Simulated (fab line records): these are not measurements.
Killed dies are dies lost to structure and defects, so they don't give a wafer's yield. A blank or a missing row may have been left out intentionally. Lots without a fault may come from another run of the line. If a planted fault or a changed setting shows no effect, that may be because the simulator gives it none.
A struck lot beside a sound one    flow sky130    34 out of 708 route steps
Sound: the wafers L870.1, L870.2, L870.4. Wafers struck: L873.1, L873.2, L873.3. The cause is named last.
Each step with rows lists, per side, the tool, then ch with its chambers, then its first start. Under that, the readings that differ: sound wafers    struck wafers    difference of the means    sigmas: that difference in standard deviations of wafers without a fault.
alike: readings with means less than 2 such deviations apart, plus words and numbers identical on both sides. not compared: withheld readings, readings lacking a value on some wafer, bounds such as >300 that could conceal the same value, and numbers that have no deviation in the record and whose values overlap.
A row with sigmas, a row that says differs or no value, or rows on one side alone: a step with any of these is where the two part. Non-overlapping numbers with no deviation appear without sigmas and do not part them. A reading that every wafer of one side lacks parts them only if that side has two wafers or more.

first, 7 steps without rows for these wafers: SKY_SONOS_TUNNEL_DEVELOP_06 (develop time 60 s); SKY_SONOS_TUNNEL_IMPLANT_09; SKY_SONOS_TUNNEL_WET_ETCH_10 (etches SiO2 in dHF, target depth 14 nm, time 280 s); SKY_SONOS_TUNNEL_STRIP_11 (strips in SPM, time 600 s); SKY_SONOS_TUNNEL_CLEAN_13 (cleans in dHF, time 20 s); SKY_SONOS_ONO_OXIDATION_00 (stabilise 600 s, purge 300 s, target thk 2.6 nm); SKY_SONOS_ONO_CVD_02 (deposits Si3N4 from DCS/NH3, target thk 10.5 nm, time 180 s).
SKY_SONOS_ONO_CVD_04: deposits SiO2 from SiH4/N2O, target thk 5.7199 nm.
  sound on lpcvd-03 ch 0, day 13 08:28; struck on lpcvd-03 ch 1, day 14 15:13
reading                                     sound              struck            difference  sigmas
model.SiO2_of_SONOS_ONO_CVD_04.thk nm (nm)  5.664 5.621 5.541  6.84 6.758 6.711  +1.16       
SKY_SONOS_ONO_THK_MEAS_05:
  sound: film metro-03 at day 13 09:43; struck: film metro-02 at day 14 17:05
reading                    sound           struck          difference  sigmas
SONOS_ONO_CVD_04_THK (nm)  5.63 5.59 5.56  6.86 6.76 6.75  +1.20       +11
then, 23 steps without rows for these wafers: SKY_SONOS_ONO_DEHYDRATE_06 (time 60 s); SKY_SONOS_ONO_HMDS_07 (prime time 60 s); SKY_SONOS_ONO_COAT_08 (resist thk 1140 nm); SKY_SONOS_ONO_SOFTBAKE_09 (time 60 s); SKY_SONOS_ONO_EXPOSE_10 (exposes mask ONOM, target cd 410 nm); SKY_SONOS_ONO_PEB_11; SKY_SONOS_ONO_DEVELOP_12 (develop time 60 s); SKY_SONOS_ONO_ETCH_15 (etches the open film in CHF3/O2, target depth 19.52 nm, time 7.8 s); SKY_SONOS_ONO_WET_ETCH_16 (etches SiO2 in dHF, target depth 14 nm, time 280 s); SKY_SONOS_ONO_STRIP_17 (strips in O2/N2); SKY_SONOS_ONO_WET_ETCH_18 (etches Si3N4 in H3PO4, target depth 15 nm, time 172 s); SKY_GATE_OXIDE_CLEAN_00 (cleans in SC1/SC2, time 150 s); SKY_GATE_OXIDE_OXIDATION_01 (stabilise 600 s, purge 300 s, target thk 10.268 nm); SKY_GATE_OXIDE_DEHYDRATE_03 (time 60 s); SKY_GATE_OXIDE_HMDS_04 (prime time 60 s); SKY_GATE_OXIDE_COAT_05 (resist thk 1140 nm); SKY_GATE_OXIDE_SOFTBAKE_06 (time 60 s); SKY_GATE_OXIDE_EXPOSE_07 (exposes mask LVOM, target cd 600 nm); SKY_GATE_OXIDE_PEB_08; SKY_GATE_OXIDE_DEVELOP_09 (develop time 60 s); SKY_GATE_OXIDE_IMPLANT_11; SKY_GATE_OXIDE_WET_ETCH_12 (etches SiO2 in dHF, target depth 16.8 nm, time 336 s); SKY_GATE_OXIDE_STRIP_13 (strips in O2/N2).
-- the record jumps here: 2 days lie between the struck wafers' starts before and after --
SKY_GATE_OXIDE_CLEAN_15: cleans in SC1/SC2, time 150 s.
  sound on wet bench-01 ch 0, day 15 15:55; struck on wet bench-01 ch 3, day 17 02:45
reading                                     sound              struck             difference  sigmas
model.SiO2_of_SONOS_ONO_CVD_04.thk nm (nm)  4.156 4.112 4.036  5.306 5.227 5.176  +1.135      
-- a jump in the record: the struck wafers' starts before and after are 31 days apart (it breaks off in module GATE_OXIDE and resumes in module PAD_OPEN, where the first step shown is number 708 of the route) --
SKY_PAD_OPEN_PROBE_99:
  sound: prober-02 at day 46 21:08; struck: prober-01 at day 47 16:56
reading                                      sound                 struck                difference  sigmas
model.etest.sonos erased.drive ua um         185.9 188.1 174.8     119.6 122 115.2       -64.0       
model.etest.sonos uncharged.r on ohm um      801.4 832.4 826.9     881.9 855.6 847.1     +41.3       
model.etest.sonos programmed.off log10 a um  -13.96 -14.01 -13.93  -11.81 -11.92 -12.23  +1.98       
model.etest.cap ono.gate log10 a cm2         -7.972 -8.031 -7.923  -9.476 -9.367 -9.384  -1.434      
model.etest.cap ono.gate bv v (V)            16.67 16.34 16.17     17.63 17.62 17.52     +1.20       
model.etest.cap ono.tox acc nm (nm)          12.93 12.94 12.82     14.09 14.04 14.1      +1.18       
model.etest.sonos programmed.vt v (V)        1.455 1.493 1.558     0.7604 0.7888 0.848   -0.7029     
model.etest.sonos erased.vt v (V)            -2.294 -2.246 -2.272  -1.615 -1.642 -1.666  +0.630      
  alike: killed_at_M0_to_M3, killed_at_M4_up, killed at contacts, killed at front end, killed at other, killed dies, killed open, killed short

## WHERE THEY PART
SKY_SONOS_ONO_THK_MEAS_05 only, going by this record. Later steps at which nothing parts them and some readings are alike: SKY_PAD_OPEN_PROBE_99.

WHY: whatever the simulator had introduced
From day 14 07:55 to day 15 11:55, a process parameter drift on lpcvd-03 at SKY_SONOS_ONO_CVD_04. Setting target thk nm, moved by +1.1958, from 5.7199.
